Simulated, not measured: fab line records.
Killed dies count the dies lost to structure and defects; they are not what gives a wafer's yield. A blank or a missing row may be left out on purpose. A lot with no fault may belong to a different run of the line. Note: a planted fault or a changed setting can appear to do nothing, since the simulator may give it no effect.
fab line records	flow sky130	part 1 of 2: steps 1 to 31 of 44
record: lots: 5	wafers: 15	lastDay: 50
route steps=708 shown SONOS_ONO@181 GATE_OXIDE@187 POLY_GATE@204 RES_PROTECT@206
lots untouched by any fault: they come from a run of this same line in which no faults occurred
startH: start of the lot's first displayed wafer, in hours after the record's first day	waitH: time in hours since the lot's previous step	" unchanged from the row above	L1.1+2: a single row standing in for several wafers	- value missing, or start not given	* or withheld: withheld	< > ~ a bound
route shown NAME@n: names a module that has steps shown in the file, with the first one's number in the route	usual: the fault-free wafers' mean and standard deviation	same: alike in all rows	chamber/n: place in a boat	sites: the reading at each site	_std_site: standard deviation across them	_edge_site: outer sites' mean less inner sites'	radiusMm: how far each site lies from the wafer's centre	mask NAME#n: copy n	behind: the last tool/chamber to shape the wafer	hold: the reason the lot was held/the length of the hold in hours/how it ended	device: names the non-switching transistor (n, p or np)	end of line: tests run on the same wafers once the route is complete	for a step that has no rows: nothing shown but its recipe	killed: dies lost to structure and defects at the first sort, not the wafer's yield	map: dies across one wafer; x = killed, . = not, _ = none there
set.NAME: the run value of the setting; set.NAME@STEP: its run value at that earlier step	model.NAME: the simulator's own value behind a step, which no gauge read
lots seen at some steps along the route; tables by step, rows by wafer
services: a tool's chamber out of use, with start hour (startH, from the record's first day; less than 0 if before it), hours out, and reason
== steps ==
step: SKY_SONOS_ONO_CD_MEAS_13
recipe: targetCdNm: 410
usual: cdNm: 409.5/2
lot.wafer	tool	chamber	startH	waitH	cdNm
L075.1	cdSem-01	-	292.18	0.1	412.3
L075.3	"	-	"	"	409.6
L075.6	"	-	"	"	412.1
L084.2	cdSem-01	-	364.15	0.1	412.4
L084.4	"	-	"	"	412.3
L084.5	"	-	"	"	411.2
L089.3	cdSem-02	-	405.95	0.1	412.2
L089.4	"	-	"	"	411.6
L089.6	"	-	"	"	410.7
L092.2	cdSem-01	-	432.60	0.1	405.7
L092.3	"	-	"	"	405.4
L092.5	"	-	"	"	406.3
L097.2	cdSem-02	-	471.40	0.1	408.6
L097.3	"	-	"	"	409.0
L097.5	"	-	"	"	406.9
step: SKY_SONOS_ONO_OVL_MEAS_14
usual: SONOS_ONO_OVL: 0.6/1.5
lot.wafer	tool	chamber	startH	waitH	SONOS_ONO_OVL[nm]
L075.1	overlay-02	-	292.30	0.1	0.4
L075.3	"	-	"	"	-0.8
L075.6	"	-	"	"	-0.8
L084.2	overlay-02	-	364.26	0.1	-1.0
L084.4	"	-	"	"	1.6
L084.5	"	-	"	"	0.8
L089.3	overlay-01	-	406.04	0.1	1.8
L089.4	"	-	"	"	1.8
L089.6	"	-	"	"	2.1
L092.2	overlay-01	-	432.71	0.1	-0.3
L092.3	"	-	"	"	-0.8
L092.5	"	-	"	"	-0.6
L097.2	overlay-01	-	471.51	0.1	0.1
L097.3	"	-	"	"	1.0
L097.5	"	-	"	"	2.9
step: SKY_SONOS_ONO_ETCH_15
recipe: targetDepthNm: 19.52	chemistry: CHF3/O2	sourceW: 600	biasW: 200	pressureMtorr: 40	chf3FlowSccm: 50	O2_flow_sccm: 5	timeS: 7.8
usual: biasW: 199.8/0.62	drypumpMotorCurrentA: 5.7/0.54	oesProductAu: 0.995/0.011	throttleValvePct: 8.824/0.0087
lot.wafer	tool	chamber	startH	waitH	biasW	drypumpMotorCurrentA	oesProductAu	rfHoursCounterH	throttleValvePct
L075.1	rieDiel-04	0	292.34	0.0	199.9	5.1	0.993	8	8.831
L075.3	"	1	"	"	199.7	5.6	0.982	128	8.818
L075.6	"	3	"	"	200.8	4.9	0.988	-	8.820
L084.2	rieDiel-03	3	364.29	0.0	200.0	5.9	1.000	3	8.827
L084.4	"	1	"	"	200.0	6.2	0.999	7	8.817
L084.5	"	3	"	"	199.1	5.9	0.997	-	8.821
L089.3	rieDiel-03	1	406.06	0.0	200.1	6.2	0.996	8	8.824
L089.4	"	2	"	"	199.7	5.9	0.989	11	8.822
L089.6	"	1	"	"	199.9	6.2	1.008	-	8.809
L092.2	rieDiel-02	0	432.74	0.0	199.6	5.2	1.007	6	8.817
L092.3	"	1	"	"	199.8	6.3	1.003	37	8.826
L092.5	"	1	"	"	199.1	6.3	1.011	-	8.823
L097.2	rieDiel-02	1	471.54	0.0	199.2	6.4	1.014	38	8.844
L097.3	"	0	"	"	199.3	5.3	0.998	6	8.840
L097.5	"	1	"	"	198.9	6.4	1.012	-	8.813
step: SKY_SONOS_ONO_WET_ETCH_16
recipe: chemistry: dHF	targetDepthNm: 14	dry: n2Spin	target: SiO2	dilution: 100:1	tempC: 25	timeS: 280
lot.wafer	tool	chamber	startH	waitH
L075.1+3+6	wetBench-02	2	292.36	0.0
L084.2+4+5	wetBench-02	2	364.31	0.0
L089.3+4+6	wetBench-02	1	406.08	0.0
L092.2+3+5	wetBench-01	3	432.76	0.0
L097.2+3+5	wetBench-03	3	471.56	0.0
step: SKY_SONOS_ONO_STRIP_17
recipe: chemistry: O2/N2	powerW: 1400	pressureMtorr: 1500	platenTempC: withheld	o2FlowSccm: 3000	n2FlowSccm: 300	overashFraction: 0.5
usual: drypumpMotorCurrentA: 5.7/0.56	oesProductAu: 0.710/0.0045	stripTimeToEndpointS: 14.09/0.046
lot.wafer	tool	chamber	startH	waitH	drypumpMotorCurrentA	oesProductAu	rfHoursCounterH	stripTimeToEndpointS
L075.1	plasmaAsher-04	0	292.45	0.0	5.2	0.712	39	14.15
L075.3	"	0	"	"	5.3	0.707	-	14.15
L075.6	"	1	"	"	5.2	0.706	-	14.11
L084.2	plasmaAsher-03	1	364.39	0.0	6.7	0.711	29	14.06
L084.4	"	1	"	"	6.7	0.707	-	13.99
L084.5	"	0	"	"	5.9	0.704	-	14.05
L089.3	plasmaAsher-02	1	406.20	0.0	5.4	0.720	-	14.10
L089.4	"	0	"	"	5.7	0.716	-	14.09
L089.6	"	0	"	"	5.7	0.707	-	14.13
L092.2	plasmaAsher-04	0	432.84	0.0	5.3	0.708	53	14.09
L092.3	"	1	"	"	5.2	0.720	-	14.10
L092.5	"	1	"	"	5.1	0.712	-	14.07
L097.2	plasmaAsher-02	1	471.65	0.0	5.4	0.703	75	14.07
L097.3	"	1	"	"	5.4	0.713	-	14.08
L097.5	"	1	"	"	5.4	0.711	-	14.06
step: SKY_SONOS_ONO_WET_ETCH_18
recipe: chemistry: H3PO4	targetDepthNm: 15	target: Si3N4	tempC: 160	timeS: 172
lot.wafer	tool	chamber	startH	waitH
L075.1+3+6	wetBench-01	3	292.55	0.1
L084.2+4+5	wetBench-03	1	364.49	0.1
L089.3+4+6	wetBench-01	2	406.27	0.0
L092.2+3+5	wetBench-02	0	432.94	0.1
L097.2+3+5	wetBench-01	0	471.75	0.1
step: SKY_GATE_OXIDE_CLEAN_00
recipe: chemistry: SC1/SC2	mix: 1:4:20	tempC: 70	timeS: 150	dry: n2Spin
lot.wafer	tool	chamber	startH	waitH
L075.1+3+6	wetBench-03	0	292.61	0.0
L084.2+4+5	wetBench-02	1	364.55	0.0
L089.3+4+6	wetBench-03	3	406.32	0.0
L092.2+3+5	wetBench-03	0	433.06	0.0
L097.2+3+5	wetBench-02	2	471.81	0.0
step: SKY_GATE_OXIDE_OXIDATION_01
recipe: tempC: 900	ambient: O2	stabiliseS: 600	purgeS: 300	targetThkA: 102.68	oxTimeS: 1473
usual: tube_center_temp_C_max: 902.3/0.32	zonePowerTopPct: 34/3
lot.wafer	tool	chamber	startH	waitH	tube_center_temp_C_max	zonePowerTopPct
L075.1	furnace-02	0	296.75	4.1	902.1	37
L075.3	"	0	"	"	902.3	37
L075.6	"	0	"	"	902.7	37
L084.2	furnace-01	0	365.38	0.8	902.4	31
L084.4	"	0	"	"	902.6	31
L084.5	"	0	"	"	902.1	32
L089.3	furnace-01	0	407.25	0.9	901.7	31
L089.4	"	0	"	"	901.9	31
L089.6	"	0	"	"	902.7	31
L092.2	furnace-02	0	435.34	2.2	902.3	37
L092.3	"	0	"	"	902.2	37
L092.5	"	0	"	"	901.9	38
L097.2	furnace-02	0	471.86	0.0	902.1	37
L097.3	"	0	"	"	902.4	37
L097.5	"	0	"	"	901.8	38
step: SKY_GATE_OXIDE_THK_MEAS_02
recipe: reads: SiO2_of_GATE_OXIDE_OXIDATION_01
usual: GATE_OXIDE_OXIDATION_00_THK: 10.27/0.18
lot.wafer	tool	chamber	startH	waitH	GATE_OXIDE_OXIDATION_00_THK[nm]
L075.1	filmMetro-04	-	298.16	0.0	10.39
L075.3	"	-	"	"	10.31
L075.6	"	-	"	"	10.42
L084.2	filmMetro-02	-	366.80	0.0	10.32
L084.4	"	-	"	"	10.20
L084.5	"	-	"	"	10.30
L089.3	filmMetro-04	-	408.68	0.0	10.18
L089.4	"	-	"	"	10.38
L089.6	"	-	"	"	10.31
L092.2	filmMetro-04	-	436.76	0.0	10.02
L092.3	"	-	"	"	10.23
L092.5	"	-	"	"	10.01
L097.2	filmMetro-03	-	473.28	0.0	10.06
L097.3	"	-	"	"	10.09
L097.5	"	-	"	"	10.35
step: SKY_GATE_OXIDE_DEHYDRATE_03
recipe: tempC: 200	timeS: 60
lot.wafer	tool	chamber	startH	waitH
L075.1+3+6	lithoTrack-04	0	309.98	11.8
L084.2+4+5	lithoTrack-02	0	380.79	14.0
L089.3+4+6	lithoTrack-04	0	422.78	14.1
L092.2+3+5	lithoTrack-01	0	451.23	14.5
L097.2+3+5	lithoTrack-04	0	488.36	15.1
step: SKY_GATE_OXIDE_HMDS_04
recipe: primeTimeS: 60	primeTempC: 120
lot.wafer	tool	chamber	startH	waitH
L075.1+3+6	lithoTrack-04	0	310.13	0.1
L084.2+4+5	lithoTrack-02	0	380.94	0.1
L089.3+4+6	lithoTrack-04	0	422.93	0.1
L092.2+3+5	lithoTrack-01	0	451.38	0.1
L097.2+3+5	lithoTrack-04	0	488.51	0.1
step: SKY_GATE_OXIDE_COAT_05
recipe: resist: NOVOLAK	spinRpm: 3000	resistThkNm: 1140
lot.wafer	tool	chamber	startH	waitH
L075.1+3+6	lithoTrack-04	0	310.28	0.1
L084.2+4+5	lithoTrack-02	0	381.09	0.1
L089.3+4+6	lithoTrack-04	0	423.08	0.1
L092.2+3+5	lithoTrack-01	0	451.53	0.1
L097.2+3+5	lithoTrack-04	0	488.66	0.1
step: SKY_GATE_OXIDE_SOFTBAKE_06
recipe: tempC: 90	timeS: 60	resist: NOVOLAK
lot.wafer	tool	chamber	startH	waitH
L075.1+3+6	lithoTrack-04	0	310.43	0.1
L084.2+4+5	lithoTrack-02	0	381.24	0.1
L089.3+4+6	lithoTrack-04	0	423.23	0.1
L092.2+3+5	lithoTrack-01	0	451.68	0.1
L097.2+3+5	lithoTrack-04	0	488.81	0.1
step: SKY_GATE_OXIDE_EXPOSE_07
recipe: maskId: LVOM	na: 0.6	sourceShape: conventional	sigmaOuter: 0.6	polarization: unpolarized	targetCdNm: 600	doseMj: 170
usual: stageVelMmS: 500.01/0.28
lot.wafer	tool	chamber	startH	waitH	mask	stageVelMmS
L075.1	ilineStepper-02	0	-	-	LVOM#0	499.90
L075.3	"	0	"	"	LVOM#0	499.27
L075.6	"	0	"	"	LVOM#0	499.70
L084.2	ilineStepper-01	0	-	-	LVOM#0	499.91
L084.4	"	0	"	"	LVOM#0	499.85
L084.5	"	0	"	"	LVOM#0	499.92
L089.3	ilineStepper-02	0	-	-	LVOM#0	499.71
L089.4	"	0	"	"	LVOM#0	499.47
L089.6	"	0	"	"	LVOM#0	500.01
L092.2	ilineStepper-01	0	-	-	LVOM#0	500.28
L092.3	"	0	"	"	LVOM#0	500.31
L092.5	"	0	"	"	LVOM#0	500.74
L097.2	ilineStepper-02	0	-	-	LVOM#0	500.05
L097.3	"	0	"	"	LVOM#0	500.28
L097.5	"	0	"	"	LVOM#0	500.02
step: SKY_GATE_OXIDE_PEB_08
recipe: tempC: withheld	timeS: *	resist: NOVOLAK
lot.wafer	tool	chamber	startH	waitH
L075.1+3+6	lithoTrack-04	0	-	-
L084.2+4+5	lithoTrack-04	0	-	-
L089.3+4+6	lithoTrack-01	0	-	-
L092.2+3+5	lithoTrack-01	0	-	-
L097.2+3+5	lithoTrack-04	0	-	-
step: SKY_GATE_OXIDE_DEVELOP_09
recipe: resist: NOVOLAK	developer: TMAH	developTimeS: 60	devTempC: 23
lot.wafer	tool	chamber	startH	waitH
L075.1+3+6	lithoTrack-04	0	323.88	0.1
L084.2+4+5	lithoTrack-04	0	394.66	0.1
L089.3+4+6	lithoTrack-01	0	438.01	0.1
L092.2+3+5	lithoTrack-01	0	466.68	0.1
L097.2+3+5	lithoTrack-04	0	503.16	0.1
step: SKY_GATE_OXIDE_OVL_MEAS_10
usual: GATE_OXIDE_OVL: -0.3/1
lot.wafer	tool	chamber	startH	waitH	GATE_OXIDE_OVL[nm]
L075.1	overlay-01	-	324.03	0.1	-2.2
L075.3	"	-	"	"	-0.7
L075.6	"	-	"	"	-0.8
L084.2	overlay-02	-	394.79	0.1	1.2
L084.4	"	-	"	"	0.0
L084.5	"	-	"	"	-0.3
L089.3	overlay-02	-	438.12	0.1	-3.0
L089.4	"	-	"	"	-3.2
L089.6	"	-	"	"	-2.0
L092.2	overlay-02	-	466.81	0.1	0.6
L092.3	"	-	"	"	0.8
L092.5	"	-	"	"	-0.4
L097.2	overlay-01	-	503.29	0.1	-0.9
L097.3	"	-	"	"	1.0
L097.5	"	-	"	"	-1.1
step: SKY_GATE_OXIDE_IMPLANT_11
recipe: species: B	energyKev: 10	doseCm2: 2.6e+12	tiltDeg: withheld
lot.wafer	tool	chamber	startH	waitH
L075.1+3+6	implanter-03	0	324.07	0.0
L084.2+4+5	implanter-03	0	394.84	0.0
L089.3+4+6	implanter-01	0	438.19	0.1
L092.2+3+5	implanter-04	0	466.87	0.0
L097.2+3+5	implanter-04	0	503.34	0.0
step: SKY_GATE_OXIDE_WET_ETCH_12
recipe: chemistry: dHF	targetDepthNm: 16.8	dry: n2Spin	target: SiO2	dilution: 100:1	tempC: 25	timeS: 336
lot.wafer	tool	chamber	startH	waitH
L075.1+3+6	wetBench-02	1	324.22	0.1
L084.2+4+5	wetBench-03	0	394.97	0.1
L089.3+4+6	wetBench-01	2	438.29	0.1
L092.2+3+5	wetBench-03	0	466.99	0.1
L097.2+3+5	wetBench-01	3	503.47	0.1
step: SKY_GATE_OXIDE_STRIP_13
recipe: chemistry: O2/N2	powerW: 1400	pressureMtorr: 1500	platenTempC: withheld	o2FlowSccm: 3000	n2FlowSccm: 300	overashFraction: 0.5
usual: drypumpMotorCurrentA: 5.6/0.57	oesProductAu: 0.715/0.004	stripTimeToEndpointS: 14.17/0.035
lot.wafer	tool	chamber	startH	waitH	drypumpMotorCurrentA	oesProductAu	rfHoursCounterH	stripTimeToEndpointS
L075.1	plasmaAsher-04	1	324.32	0.0	5.2	0.713	43	14.19
L075.3	"	0	"	"	5.2	0.712	-	14.23
L075.6	"	1	"	"	5.2	0.718	-	14.22
L084.2	plasmaAsher-01	0	395.07	0.0	5.2	0.715	74	14.12
L084.4	"	0	"	"	5.3	0.716	-	14.12
L084.5	"	1	"	"	5.3	0.715	-	14.15
L089.3	plasmaAsher-03	1	438.43	0.0	6.7	0.716	-	14.16
L089.4	"	0	"	"	5.9	0.718	-	14.20
L089.6	"	1	"	"	6.7	0.711	-	14.22
L092.2	plasmaAsher-04	0	467.09	0.0	5.2	0.723	57	14.20
L092.3	"	0	"	"	5.2	0.711	-	14.18
L092.5	"	0	"	"	5.2	0.722	-	14.16
L097.2	plasmaAsher-03	0	503.57	0.0	5.9	0.712	44	14.17
L097.3	"	0	"	"	5.9	0.717	-	14.15
L097.5	"	0	"	"	5.9	0.719	-	14.20
step: SKY_GATE_OXIDE_TW_MEAS_14
usual: GATE_OXIDE_TW: 224.5/1.9
lot.wafer	tool	chamber	startH	waitH	GATE_OXIDE_TW
L075.1	filmMetro-03	-	324.42	0.1	226.8
L075.3	"	-	"	"	226.7
L075.6	"	-	"	"	226.1
L084.2	filmMetro-02	-	395.18	0.1	222.3
L084.4	"	-	"	"	224.4
L084.5	"	-	"	"	223.8
L089.3	filmMetro-03	-	438.51	0.1	227.4
L089.4	"	-	"	"	225.3
L089.6	"	-	"	"	225.2
L092.2	filmMetro-04	-	467.20	0.1	226.2
L092.3	"	-	"	"	224.8
L092.5	"	-	"	"	227.6
L097.2	filmMetro-03	-	503.68	0.1	224.0
L097.3	"	-	"	"	226.1
L097.5	"	-	"	"	225.5
step: SKY_GATE_OXIDE_CLEAN_15
recipe: chemistry: SC1/SC2	mix: 1:4:20	tempC: 70	timeS: 150	dry: n2Spin
lot.wafer	tool	chamber	startH	waitH
L075.1+3+6	wetBench-01	3	324.48	0.1
L084.2+4+5	wetBench-01	3	395.23	0.0
L089.3+4+6	wetBench-03	2	438.55	0.0
L092.2+3+5	wetBench-01	2	467.25	0.0
L097.2+3+5	wetBench-02	0	503.73	0.0
step: SKY_GATE_OXIDE_OXIDATION_16
recipe: tempC: 800	ambient: O2	idleTempC: 700	rampUpCPerMin: 10	rampDownCPerMin: 3	stabiliseS: 600	purgeS: 300	targetThkA: 35.7	oxTimeS: 1915
usual: tube_center_temp_C_max: 802.1/0.32	zonePowerTopPct: 27.7/2.4
lot.wafer	tool	chamber	startH	waitH	tube_center_temp_C_max	zonePowerTopPct
L075.1	furnace-01	0	324.53	0.0	802.1	26.2
L075.3	"	0	"	"	802.3	25.9
L075.6	"	0	"	"	801.9	26.2
L084.2	furnace-01	0	397.19	1.9	801.8	25.4
L084.4	"	0	"	"	802.4	25.5
L084.5	"	0	"	"	802.1	26.0
L089.3	furnace-02	0	439.39	0.8	801.8	30.4
L089.4	"	0	"	"	802.0	30.8
L089.6	"	0	"	"	801.9	30.7
L092.2	furnace-02	0	467.39	0.1	802.1	31.3
L092.3	"	0	"	"	801.5	30.8
L092.5	"	0	"	"	802.0	30.7
L097.2	furnace-01	0	503.95	0.2	801.5	25.8
L097.3	"	0	"	"	802.1	26.1
L097.5	"	0	"	"	801.9	25.3
step: SKY_POLY_GATE_CVD_00
recipe: material: poly-Si	targetThkNm: 180	tempC: 620	timeS: 720	pressureMtorr: 200
usual: zonePowerTopPct: 17.5/0.65
lot.wafer	tool	chamber	startH	waitH	zonePowerTopPct
L075.1	lpcvd-01	0	326.06	0.0	18.3
L075.3	"	0	"	"	18.0
L075.6	"	0	"	"	17.9
L084.2	lpcvd-01	0	398.72	0.0	18.2
L084.4	"	0	"	"	17.8
L084.5	"	0	"	"	17.9
L089.3	lpcvd-01	1	440.93	0.0	16.9
L089.4	"	1	"	"	16.9
L089.6	"	1	"	"	16.7
L092.2	lpcvd-01	1	468.92	0.0	16.9
L092.3	"	1	"	"	17.0
L092.5	"	1	"	"	17.0
L097.2	lpcvd-01	0	505.48	0.0	18.4
L097.3	"	0	"	"	17.7
L097.5	"	0	"	"	18.2
step: SKY_POLY_GATE_THK_MEAS_01
recipe: reads: poly-Si_of_POLY_GATE_CVD_00
usual: POLY_GATE_CVD_00_THK: 181.1/2
lot.wafer	tool	chamber	startH	waitH	POLY_GATE_CVD_00_THK[nm]
L075.1	filmMetro-02	-	327.26	0.0	183.0
L075.3	"	-	"	"	182.4
L075.6	"	-	"	"	182.3
L084.2	filmMetro-01	-	399.93	0.0	180.6
L084.4	"	-	"	"	179.8
L084.5	"	-	"	"	181.0
L089.3	filmMetro-01	-	442.75	0.0	178.2
L089.4	"	-	"	"	180.1
L089.6	"	-	"	"	178.0
L092.2	filmMetro-03	-	470.73	0.0	179.3
L092.3	"	-	"	"	179.0
L092.5	"	-	"	"	180.5
L097.2	filmMetro-01	-	506.69	0.0	181.7
L097.3	"	-	"	"	179.2
L097.5	"	-	"	"	179.9
step: SKY_RES_PROTECT_DEHYDRATE_00
recipe: tempC: 200	timeS: 60
lot.wafer	tool	chamber	startH	waitH
L075.1+3+6	lithoTrack-01	0	339.51	12.2
L084.2+4+5	lithoTrack-03	0	414.36	14.4
L089.3+4+6	lithoTrack-03	0	457.83	15.1
L092.2+3+5	lithoTrack-03	0	485.90	15.2
L097.2+3+5	lithoTrack-03	0	521.20	14.5
step: SKY_RES_PROTECT_HMDS_01
recipe: primeTimeS: 60	primeTempC: 120
lot.wafer	tool	chamber	startH	waitH
L075.1+3+6	lithoTrack-01	0	339.66	0.1
L084.2+4+5	lithoTrack-03	0	414.51	0.1
L089.3+4+6	lithoTrack-03	0	457.98	0.1
L092.2+3+5	lithoTrack-03	0	486.05	0.1
L097.2+3+5	lithoTrack-03	0	521.35	0.1
step: SKY_RES_PROTECT_COAT_02
recipe: resist: NOVOLAK	spinRpm: 3000	resistThkNm: 1140
lot.wafer	tool	chamber	startH	waitH
L075.1+3+6	lithoTrack-01	0	339.81	0.1
L084.2+4+5	lithoTrack-03	0	414.66	0.1
L089.3+4+6	lithoTrack-03	0	458.13	0.1
L092.2+3+5	lithoTrack-03	0	486.20	0.1
L097.2+3+5	lithoTrack-03	0	521.50	0.1
step: SKY_RES_PROTECT_SOFTBAKE_03
recipe: tempC: 90	timeS: 60	resist: NOVOLAK
lot.wafer	tool	chamber	startH	waitH
L075.1+3+6	lithoTrack-01	0	339.96	0.1
L084.2+4+5	lithoTrack-03	0	414.81	0.1
L089.3+4+6	lithoTrack-03	0	458.28	0.1
L092.2+3+5	lithoTrack-03	0	486.35	0.1
L097.2+3+5	lithoTrack-03	0	521.65	0.1
step: SKY_RES_PROTECT_EXPOSE_04
recipe: maskId: RPM	na: 0.6	sourceShape: conventional	sigmaOuter: 0.6	polarization: unpolarized	targetCdNm: 1270	doseMj: 131
usual: stageVelMmS: 499.95/0.22
lot.wafer	tool	chamber	startH	waitH	mask	stageVelMmS
L075.1	ilineStepper-02	0	-	-	RPM#0	500.36
L075.3	"	0	"	"	RPM#0	500.03
L075.6	"	0	"	"	RPM#0	500.14
L084.2	ilineStepper-01	0	-	-	RPM#0	499.72
L084.4	"	0	"	"	RPM#0	499.93
L084.5	"	0	"	"	RPM#0	500.08
L089.3	ilineStepper-02	0	-	-	RPM#0	499.98
L089.4	"	0	"	"	RPM#0	499.71
L089.6	"	0	"	"	RPM#0	499.83
L092.2	ilineStepper-02	0	-	-	RPM#0	499.68
L092.3	"	0	"	"	RPM#0	499.77
L092.5	"	0	"	"	RPM#0	499.95
L097.2	ilineStepper-01	0	-	-	RPM#0	499.69
L097.3	"	0	"	"	RPM#0	499.98
L097.5	"	0	"	"	RPM#0	499.77
step: SKY_RES_PROTECT_PEB_05
recipe: tempC: withheld	timeS: *	resist: NOVOLAK
lot.wafer	tool	chamber	startH	waitH
L075.1+3+6	lithoTrack-04	0	-	-
L084.2+4+5	lithoTrack-01	0	-	-
L089.3+4+6	lithoTrack-04	0	-	-
L092.2+3+5	lithoTrack-03	0	-	-
L097.2+3+5	lithoTrack-03	0	-	-
